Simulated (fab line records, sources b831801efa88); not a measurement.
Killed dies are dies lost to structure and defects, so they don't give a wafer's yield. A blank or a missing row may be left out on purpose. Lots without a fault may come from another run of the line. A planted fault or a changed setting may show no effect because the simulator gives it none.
A struck lot beside a sound one | flow sky130 | 18 steps out of a route of 708
Sound: wafers L671.1, L671.2, L671.3. Struck: wafers L683.2, L683.5, L683.6. The cause comes at the end.
At each step with rows: each side's tool, then ch and its chambers, then its first start. Under that, the readings that differ: sound wafers | struck wafers | difference of the means | sigmas: that difference in standard deviations of wafers without a fault.
alike: readings whose means differ by less than 2 such deviations, and words and numbers that are the same on both sides. not compared: withheld readings, readings that some wafer has no value for, bounds like >300 that may hide the same value, and numbers for which the record gives no deviation and whose values overlap.
The two part at a step that has a row with sigmas, a row that says differs or no value, or rows on one side only. Numbers that don't overlap but have no deviation are shown without sigmas and don't part them. A reading that every wafer of one side lacks parts them only if that side has two wafers or more.

first, 3 steps without rows for these wafers: SKY_SONOS_ONO_WET_ETCH_18 (etches Si3N4 in H3PO4, target depth 15 nm, time 172 s); SKY_GATE_OXIDE_CLEAN_00 (cleans in SC1/SC2, time 150 s); SKY_GATE_OXIDE_OXIDATION_01 (stabilise 600 s, purge 300 s, target thk 10.268 nm).
SKY_GATE_OXIDE_THK_MEAS_02:
  sound on film_metro-03, day 15 12:02; struck on film_metro-02, day 19 13:04
  alike: GATE_OXIDE_OXIDATION_00_THK
then, 7 steps without rows for these wafers: SKY_GATE_OXIDE_DEHYDRATE_03 (time 60 s); SKY_GATE_OXIDE_HMDS_04 (prime time 60 s); SKY_GATE_OXIDE_COAT_05 (resist thk 1140 nm); SKY_GATE_OXIDE_SOFTBAKE_06 (time 60 s); SKY_GATE_OXIDE_EXPOSE_07 (exposes mask LVOM, target cd 600 nm); SKY_GATE_OXIDE_PEB_08; SKY_GATE_OXIDE_DEVELOP_09 (develop time 60 s).
SKY_GATE_OXIDE_OVL_MEAS_10:
  sound on overlay-02, day 16 15:55; struck on overlay-02, day 20 19:56
  alike: GATE_OXIDE_OVL
SKY_GATE_OXIDE_IMPLANT_11:
  sound on implanter-04 ch 0, day 16 15:58; struck on implanter-04 ch 0, day 20 19:59
  reading            | sound                           | struck                           | difference  | sigmas
  dose_ions_cm2      | 2.601e+12 2.5964e+12 2.5979e+12 | 1.5022e+12 1.5025e+12 1.5014e+12 | -1.0964e+12 | -99 or more
  faraday_current_uA | 14.4 14.8 14.6                  | 8.4 8.7 8.9                      | -5.9        | -19
  alike: beam_energy_keV, beam_on_s
then, 1 step without rows for these wafers: SKY_GATE_OXIDE_WET_ETCH_12 (etches SiO2 in dHF, target depth 16.8 nm, time 336 s).
SKY_GATE_OXIDE_STRIP_13: strips in O2/N2.
  sound on plasma_asher-01 ch 0,1, day 16 16:14; struck on plasma_asher-01 ch 0,1, day 20 20:13
  alike: drypump_motor_current_A, oes_product_au, strip_time_to_endpoint_s
  not compared: rf_hours_counter_h
SKY_GATE_OXIDE_TW_MEAS_14:
  sound on film_metro-02, day 16 16:20; struck on film_metro-02, day 20 20:20
  reading       | sound             | struck            | difference | sigmas
  GATE_OXIDE_TW | 228.1 228.3 227.3 | 196.3 195.5 196.0 | -32.0      | -18
then, 1 step without rows for these wafers: SKY_GATE_OXIDE_CLEAN_15 (cleans in SC1/SC2, time 150 s).
-- the record jumps here: 30 days lie between the struck wafers' starts before and after (it left off in module GATE_OXIDE and takes up again in module PAD_OPEN, whose first step shown is number 708 of the route) --
SKY_PAD_OPEN_PROBE_99:
  sound on prober-02, day 47 22:59; struck on prober-02, day 50 08:56
  reading                                   | sound             | struck            | difference | sigmas
  model.etest.tip_p.rs_ohm_sq               | 6810 6825 6841    | 7409 7381 7420    | +578       |
  model.etest.pfet_01v8.r_on_ohm_um         | 2850 2880 2918    | 3283 3324 3345    | +435       |
  model.etest.nfet_01v8_lvt.drive_ua_um     | 567.8 556.5 553.5 | 638.2 632.4 636.9 | +76.6      |
  model.etest.nfet_01v8.drive_ua_um         | 495.5 489.3 484.7 | 562.6 558 555.3   | +68.8      |
  model.etest.nfet_01v8_turned.drive_ua_um  | 493.2 488.4 484.1 | 562.6 558.1 555.2 | +70.1      |
  model.etest.nfet_01v8_swapped.drive_ua_um | 496.3 489 488.8   | 561.3 558.8 557.2 | +67.7      |
  model.etest.sram_nfet_pass.drive_ua_um    | 469 473.7 480.2   | 526.5 528.1 530.2 | +54.0      |
  model.etest.pfet_01v8_lvt.drive_ua_um     | 175.3 172.1 174.4 | 123 123.4 122.8   | -51        |
  alike: killed_at_M0_to_M3, killed_at_M4_up, killed_at_contacts, killed_at_front_end, killed_at_other, killed_dies, killed_open, killed_short

WHERE THEY PART
First at SKY_GATE_OXIDE_IMPLANT_11; last, within this record, at SKY_GATE_OXIDE_TW_MEAS_14. Later steps at which nothing parts them and some readings are alike: SKY_PAD_OPEN_PROBE_99.

WHY: what the simulator had put in
Process parameter drift: implanter-04, from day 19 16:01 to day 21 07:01, at SKY_GATE_OXIDE_IMPLANT_11. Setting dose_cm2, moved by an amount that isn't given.
